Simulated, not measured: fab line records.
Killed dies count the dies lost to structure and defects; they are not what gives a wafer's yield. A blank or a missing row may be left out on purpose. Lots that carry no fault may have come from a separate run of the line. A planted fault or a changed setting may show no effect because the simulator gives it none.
fab line records    flow sky130
record lots=13  wafers=37  lastDay=50
route steps=708 shown METAL5@663 PAD_OPEN@708
lots with no fault: from the same line, run without faults
startH: the number of hours between the record's first day and the start of the first shown wafer of the lot    waitH: hours since the lot's step before    " unchanged from the row above    L1.1+2: a single row standing in for several wafers    - either no value or no given start    * or withheld: withheld    < > ~ a bound
route shown NAME@n: a module of which the file shows steps, and the number in the route of the first    usual: mean/standard deviation taken from wafers without a fault    same: alike in all rows    chamber/n: place in a boat    sites: the reading at each site    _std_site: their standard deviation    _edge_site: outer sites' mean less inner sites'    radiusMm: how far each site lies from the wafer's centre    mask NAME#n: copy n    behind: the most recent tool/chamber to have shaped the wafer    hold: the reason the lot was held/the length of the hold in hours/how it ended    device: which transistor (n, p or np) failed to switch    end of line: the same wafers' tests at the end of the route    step lacking rows: just its recipe    killed: not the wafer's yield, but the dies lost to structure and defects at the first sort    map: a wafer's dies, x killed, . not, _ none there
set.NAME: the setting the step ran with; set.NAME@STEP: the setting that earlier step ran with    model.NAME: the simulator's own value behind a step, which no gauge read
one table for each step of the route and one row for each wafer, over a sample of lots
services: from which hour (startH, from the record's first day; less than 0 if before it) a tool's chamber was out of use, for how many hours, and why
## steps
# step SKY_METAL5_SPUTTER_02
# recipe material=AlCu  targetThkNm=1150  powerW=10600  timeS=61.2  chamberPressurePa=0.4
# usual throttleValvePct=30.0/0.64
lot.wafer  tool           chamber  startH   waitH  throttleValvePct
L400.1     pvdSputter-01  -        997.94   0.0    29.3
L400.5     "              -        "        "      29.0
L400.6     "              -        "        "      29.8
L401.2     pvdSputter-01  -        1002.35  0.0    29.9
L401.4     "              -        "        "      29.3
L401.6     "              -        "        "      30.4
L402.1     pvdSputter-01  -        1011.88  0.0    30.3
L402.4     "              -        "        "      29.3
L402.6     "              -        "        "      29.9
L404.1     pvdSputter-02  -        1029.90  0.0    30.1
L404.2     "              -        "        "      30.0
L404.6     "              -        "        "      29.3
L405.1     pvdSputter-02  -        1034.44  0.0    29.9
L405.5     "              -        "        "      29.3
L405.6     "              -        "        "      30.2
L406.3     pvdSputter-01  -        1043.84  0.0    29.4
L406.4     "              -        "        "      30.0
L406.5     "              -        "        "      30.0
L414.2     pvdSputter-02  -        1097.32  0.0    30.4
L414.4     "              -        "        "      29.8
L413.1     pvdSputter-02  -        1098.22  0.0    29.5
L413.5     "              -        "        "      29.4
L417.4     pvdSputter-01  -        1110.81  0.0    30.6
L417.5     "              -        "        "      30.1
L417.6     "              -        "        "      30.0
L419.2     pvdSputter-04  -        1124.33  0.0    31.2
L419.3     "              -        "        "      32.0
L419.6     "              -        "        "      31.3
L420.2     pvdSputter-01  -        1131.74  0.0    29.9
L420.3     "              -        "        "      30.2
L420.5     "              -        "        "      29.2
L422.2     pvdSputter-01  -        1142.24  0.0    29.2
L422.3     "              -        "        "      29.8
L422.5     "              -        "        "      29.1
L423.2     pvdSputter-04  -        1144.86  0.0    31.9
L423.4     "              -        "        "      31.0
L423.5     "              -        "        "      29.7
# step SKY_METAL5_RS_MEAS_05
# recipe thkMeasGauge=four-point-probe  reads=TiN_of_METAL5_SPUTTER_04+Ti_of_METAL5_SPUTTER_03+AlCu_of_METAL5_SPUTTER_02+TiN_of_METAL5_SPUTTER_01+Ti_of_METAL5_SPUTTER_00
# usual METAL5_ALCU_RS=0.0270/0.00034
lot.wafer  tool          chamber  startH   waitH  METAL5_ALCU_RS[ohm/sq]
L400.1     filmMetro-04  -        998.06   0.0    0.0269
L400.5     "             -        "        "      0.0269
L400.6     "             -        "        "      0.0273
L401.2     filmMetro-03  -        1002.49  0.0    0.0271
L401.4     "             -        "        "      0.0267
L401.6     "             -        "        "      0.0266
L402.1     filmMetro-04  -        1012.00  0.0    0.0270
L402.4     "             -        "        "      0.0268
L402.6     "             -        "        "      0.0267
L404.1     filmMetro-01  -        1030.02  0.0    0.0269
L404.2     "             -        "        "      0.0270
L404.6     "             -        "        "      0.0271
L405.1     filmMetro-04  -        1034.57  0.0    0.0267
L405.5     "             -        "        "      0.0266
L405.6     "             -        "        "      0.0267
L406.3     filmMetro-04  -        1044.00  0.1    0.0269
L406.4     "             -        "        "      0.0270
L406.5     "             -        "        "      0.0272
L414.2     filmMetro-01  -        1097.46  0.0    0.0185
L414.4     "             -        "        "      0.0267
L413.1     filmMetro-01  -        1098.34  0.0    0.0187
L413.5     "             -        "        "      0.0273
L417.4     filmMetro-04  -        1110.99  0.1    0.0268
L417.5     "             -        "        "      0.0269
L417.6     "             -        "        "      0.0266
L419.2     filmMetro-04  -        1124.47  0.0    0.0271
L419.3     "             -        "        "      0.0272
L419.6     "             -        "        "      0.0270
L420.2     filmMetro-04  -        1131.88  0.0    0.0264
L420.3     "             -        "        "      0.0264
L420.5     "             -        "        "      0.0262
L422.2     filmMetro-03  -        1142.38  0.0    0.0270
L422.3     "             -        "        "      0.0271
L422.5     "             -        "        "      0.0270
L423.2     filmMetro-01  -        1144.99  0.0    0.0271
L423.4     "             -        "        "      0.0274
L423.5     "             -        "        "      0.0272
# step SKY_METAL5_THK_MEAS_06
# recipe thkMeasGauge=xrf  reads=AlCu_of_METAL5_SPUTTER_02
# usual METAL5_ALCU_THK=1166/18
lot.wafer  tool          chamber  startH   waitH  METAL5_ALCU_THK[nm]
L400.1     filmMetro-04  -        998.18   0.1    1159
L400.5     "             -        "        "      1162
L400.6     "             -        "        "      1144
L401.2     filmMetro-03  -        1002.60  0.1    1147
L401.4     "             -        "        "      1163
L401.6     "             -        "        "      1168
L402.1     filmMetro-04  -        1012.12  0.1    1160
L402.4     "             -        "        "      1169
L402.6     "             -        "        "      1170
L404.1     filmMetro-01  -        1030.14  0.1    1166
L404.2     "             -        "        "      1165
L404.6     "             -        "        "      1166
L405.1     filmMetro-04  -        1034.69  0.1    1186
L405.5     "             -        "        "      1192
L405.6     "             -        "        "      1192
L406.3     filmMetro-04  -        1044.10  0.1    1182
L406.4     "             -        "        "      1171
L406.5     "             -        "        "      1155
L414.2     filmMetro-01  -        1097.57  0.1    1687
L414.4     "             -        "        "      1176
L413.1     filmMetro-01  -        1098.46  0.1    1676
L413.5     "             -        "        "      1151
L417.4     filmMetro-04  -        1111.08  0.1    1176
L417.5     "             -        "        "      1178
L417.6     "             -        "        "      1188
L419.2     filmMetro-04  -        1124.58  0.1    1173
L419.3     "             -        "        "      1169
L419.6     "             -        "        "      1176
L420.2     filmMetro-04  -        1131.99  0.1    1198
L420.3     "             -        "        "      1202
L420.5     "             -        "        "      1205
L422.2     filmMetro-03  -        1142.49  0.1    1140
L422.3     "             -        "        "      1138
L422.5     "             -        "        "      1147
L423.2     filmMetro-01  -        1145.10  0.1    1152
L423.4     "             -        "        "      1147
L423.5     "             -        "        "      1155
# step SKY_METAL5_METAL_ETCH_15
# recipe targetDepthA=12600  stopOn=SiO2  overEtchFrac=0.2  timeS=252  chemistry=Cl2/BCl3  resistSidewallDeg=86  pressureMtorr=10  icpW=900  biasW=48.5  Cl2_flow_sccm=60  bcl3FlowSccm=30
# usual drypumpMotorCurrentA=5.8/0.55  heBacksideLeakSccm=3.34/0.21  oesProductAu=0.893/0.0048  throttleValvePct=22.264/0.0089
lot.wafer  tool         chamber  startH   waitH  drypumpMotorCurrentA  heBacksideLeakSccm  oesProductAu  rfHoursCounterH  throttleValvePct
L400.1     rieMetal-02  1        1020.83  0.0    6.4                   3.55                0.901         16               22.261
L400.5     "            0        "        "      5.4                   3.49                0.893         -                22.266
L400.6     "            1        "        "      6.4                   3.48                0.887         -                22.272
L401.2     rieMetal-04  1        1024.85  0.0    5.2                   3.13                0.898         4                22.254
L401.4     "            0        "        "      6.1                   3.08                0.891         -                22.278
L401.6     "            0        "        "      6.1                   3.07                0.898         -                22.255
L402.1     rieMetal-02  1        1034.38  0.0    6.4                   3.53                0.895         17               22.265
L402.4     "            1        "        "      6.5                   3.55                0.893         -                22.257
L402.6     "            1        "        "      6.4                   3.45                0.896         -                22.276
L404.1     rieMetal-02  1        1051.40  0.0    6.5                   3.58                0.895         18               22.252
L404.2     "            0        "        "      5.3                   3.50                0.892         20               22.248
L404.6     "            0        "        "      5.3                   3.59                0.889         -                22.262
L405.1     rieMetal-02  0        1056.38  0.0    5.3                   3.52                0.897         20               22.265
L405.5     "            0        "        "      5.3                   3.60                0.892         -                22.273
L405.6     "            1        "        "      6.4                   3.31                0.898         -                22.270
L406.3     rieMetal-03  0        1065.35  0.1    6.2                   3.16                0.900         -                22.267
L406.4     "            1        "        "      5.1                   3.11                0.890         -                22.247
L406.5     "            1        "        "      5.1                   3.26                0.887         -                22.267
L414.2     rieMetal-03  1        1116.95  0.0    5.0                   3.36                1.012         17               22.258
L414.4     "            0        "        "      6.2                   3.08                0.893         -                22.263
L413.1     rieMetal-04  1        1117.88  0.0    5.2                   3.10                0.994         10               22.265
L413.5     "            1        "        "      5.2                   3.07                0.897         -                22.265
L417.4     rieMetal-03  0        1129.88  0.1    6.2                   3.04                0.889         -                22.260
L417.5     "            1        "        "      5.1                   3.06                0.896         -                22.251
L417.6     "            0        "        "      6.2                   3.20                0.903         -                22.267
L419.2     rieMetal-03  1        1142.80  0.0    5.1                   3.18                0.894         19               22.253
L419.3     "            1        "        "      5.1                   3.08                0.891         -                22.291
L419.6     "            0        "        "      6.2                   3.21                0.895         -                22.263
L420.2     rieMetal-04  0        1149.93  0.0    6.1                   3.15                0.894         25               22.268
L420.3     "            1        "        "      5.2                   3.10                0.888         -                22.256
L420.5     "            1        "        "      5.2                   3.08                0.904         -                22.275
L422.2     rieMetal-02  1        1160.18  0.0    6.5                   3.61                0.899         26               22.266
L422.3     "            0        "        "      5.4                   3.76                0.890         -                22.262
L422.5     "            0        "        "      5.3                   3.69                0.896         -                22.243
L423.2     rieMetal-04  1        1162.78  0.0    5.2                   3.27                0.890         14               22.274
L423.4     "            0        "        "      6.1                   3.29                0.900         -                22.274
L423.5     "            1        "        "      5.2                   3.15                0.891         -                22.249
# step SKY_PAD_OPEN_PROBE_99
# usual defectLimitedYield=82.2/1.9  killed_at_M0_to_M3=45/7.3  killed_at_M4_up=3.1/1.7  killedAtContacts=25/5.1  killedAtFrontEnd=15/4.5  killedAtOther=0.3/0.56  killedDies=88/9.4  killedOnRim=17/4.3  killedOpen=47/6.6  killedShort=40/6.9  sort_bin_3_pad_short=0.9/0.46  sort_bin_5_function=10.5/1.5  sort_bin_6_memory=6.4/1.1  sortNPass=404/9.4  sortYieldPct=82.2/1.9
# same grossDies=492  killedAtBackSide=0  sort_bin_4_leakage[%]=0  sort_bin_8_speed[%]=0
lot.wafer  tool       chamber  startH   waitH  defectLimitedYield[%]  killed_at_M0_to_M3  killed_at_M4_up  killedAtContacts  killedAtFrontEnd  killedAtOther  killedDies  killedOnRim  killedOpen  killedShort  sort_bin_3_pad_short[%]  sort_bin_5_function[%]  sort_bin_6_memory[%]  sortNPass  sortYieldPct[%]
L405.1     prober-01  -        1101.46  0.1    83.1                   47                  3                23                10                0              83          21           49          34           1.6                      10.6                    4.7                   409        83.1
L405.5     prober-01  -        1101.66  0.2    82.3                   54                  1                21                11                0              87          16           53          33           0.6                      9.3                     7.7                   405        82.3
L405.6     prober-01  -        1101.71  0.2    83.7                   43                  2                24                11                0              80          19           39          39           1.2                      9.8                     5.3                   412        83.7
L414.2     prober-02  -        1157.62  0.1    0                      58                  399              25                10                0              492         96           51          47           0.6                      90.2                    9.1                   0          0
L414.4     prober-02  -        1157.72  0.2    84.8                   51                  2                13                7                 2              75          14           32          41           0.6                      10.4                    4.3                   417        84.8
L413.1     prober-01  -        1157.85  0.1    0                      50                  404              21                17                0              492         96           55          35           0.2                      92.1                    7.7                   0          0
L413.5     prober-01  -        1158.05  0.2    82.3                   51                  1                20                15                0              87          10           52          35           1.2                      10.2                    6.3                   405        82.3
# killed by level:class
L405.1 CONTACT:geometricParticle:open=12 METAL1:geometricParticle:short=9 VIA2:geometricParticle:open=7 VIA1:geometricParticle:open=7 LI_CONTACT:geometricParticle:open=6 VIA3:geometricParticle:open=5 VIA1:geometricParticle:short=4 METAL3:geometricParticle:short=4
L405.5 VIA1:geometricParticle:open=13 VIA2:geometricParticle:open=9 CONTACT:geometricParticle:open=7 CONTACT:geometricParticle:short=6 METAL2:geometricParticle:short=6 VIA3:geometricParticle:open=6 FIELD_ISO:geometricParticle:open=4 LI_CONTACT:geometricParticle:open=4
L405.6 CONTACT:geometricParticle:open=8 VIA2:geometricParticle:open=7 LI_CONTACT:geometricParticle:open=6 CONTACT:geometricParticle:short=5 METAL1:geometricParticle:short=5 VIA2:geometricParticle:short=5 VIA1:geometricParticle:open=4 METAL2:geometricParticle:open=4
L414.2 METAL5:areaEtch=394 VIA2:geometricParticle:open=12 VIA1:geometricParticle:open=11 LOCAL_INTERCONNECT:geometricParticle:short=8 METAL1:geometricParticle:short=6 METAL2:geometricParticle:short=6 LI_CONTACT:geometricParticle:open=5 CONTACT:geometricParticle:open=5
L414.4 METAL1:geometricParticle:short=10 VIA2:geometricParticle:open=9 VIA1:geometricParticle:open=7 CONTACT:geometricParticle:short=6 METAL2:geometricParticle:short=5 VIA3:geometricParticle:open=5 VIA2:geometricParticle:short=5 CONTACT:geometricParticle:open=4
L413.1 METAL5:areaEtch=402 VIA1:geometricParticle:open=13 VIA1:geometricParticle:short=12 CONTACT:geometricParticle:open=7 VIA2:geometricParticle:open=7 VIA3:geometricParticle:open=7 POLY_GATE:geometricParticle:open=5 LI_CONTACT:geometricParticle:open=5
L413.5 VIA1:geometricParticle:open=12 CONTACT:geometricParticle:open=9 VIA3:geometricParticle:open=9 VIA2:geometricParticle:open=8 METAL2:geometricParticle:short=7 VIA1:geometricParticle:short=6 FIELD_ISO:geometricParticle:short=5 FIELD_ISO:geometricParticle:open=4
## services
tool           chamber  startH   hours  kind
pvdSputter-04  -        986.76   5.1    repair
rieMetal-03    0        1026.80  -      clean
rieMetal-03    0        1026.80  18.8   scheduledDown
rieMetal-03    0        1026.80  18.8   ventCycle
pvdSputter-02  -        1051.37  2.1    repair
pvdSputter-04  -        1053.12  8.3    repair
pvdSputter-04  -        1087.42  5.0    repair
pvdSputter-04  -        1116.87  4.3    repair
rieMetal-03    -        1159.09  0.9    repair
## key
firstSign step=SKY_METAL5_RS_MEAS_05  reading=METAL5_ALCU_RS  direction=down  sigmas=24  usual=0.0270  struck=0.0186
effect step=SKY_METAL5_THK_MEAS_06  reading=METAL5_ALCU_THK  direction=up  sigmas=29  usual=1166  struck=1681
effect step=SKY_METAL5_METAL_ETCH_15  reading=oesProductAu  direction=up  sigmas=23  usual=0.893  struck=1.003
effect step=SKY_PAD_OPEN_PROBE_99  reading=killed_at_M4_up  direction=up  sigmas=99+  usual=3.1  struck=401.5
moreKillsBornAt SKY_METAL5_METAL_ETCH_15@rieMetal-04=402  SKY_METAL5_METAL_ETCH_15@rieMetal-03=394
metAt SKY_METAL5_SPUTTER_02
struckLots L413,L414
struckWafers L413.1,L414.2
laterRowsLeftOut L413.1,L414.2
onsetBetween 1034.44 1097.32
fault kind=processParameterDrift  tool=pvdSputter-02  chamber=-  onsetH=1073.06  steps=SKY_METAL5_SPUTTER_02  channel=targetThkNm  offset=510.9  shape=step  endH=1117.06  scope=struckWafersOnly  actsIn=theseRecipesOnly  stated=1150
# laterRowsLeftOut: the simulator's readings of these wafers behind a module that went badly wrong aren't trusted and aren't shown, but for the sort
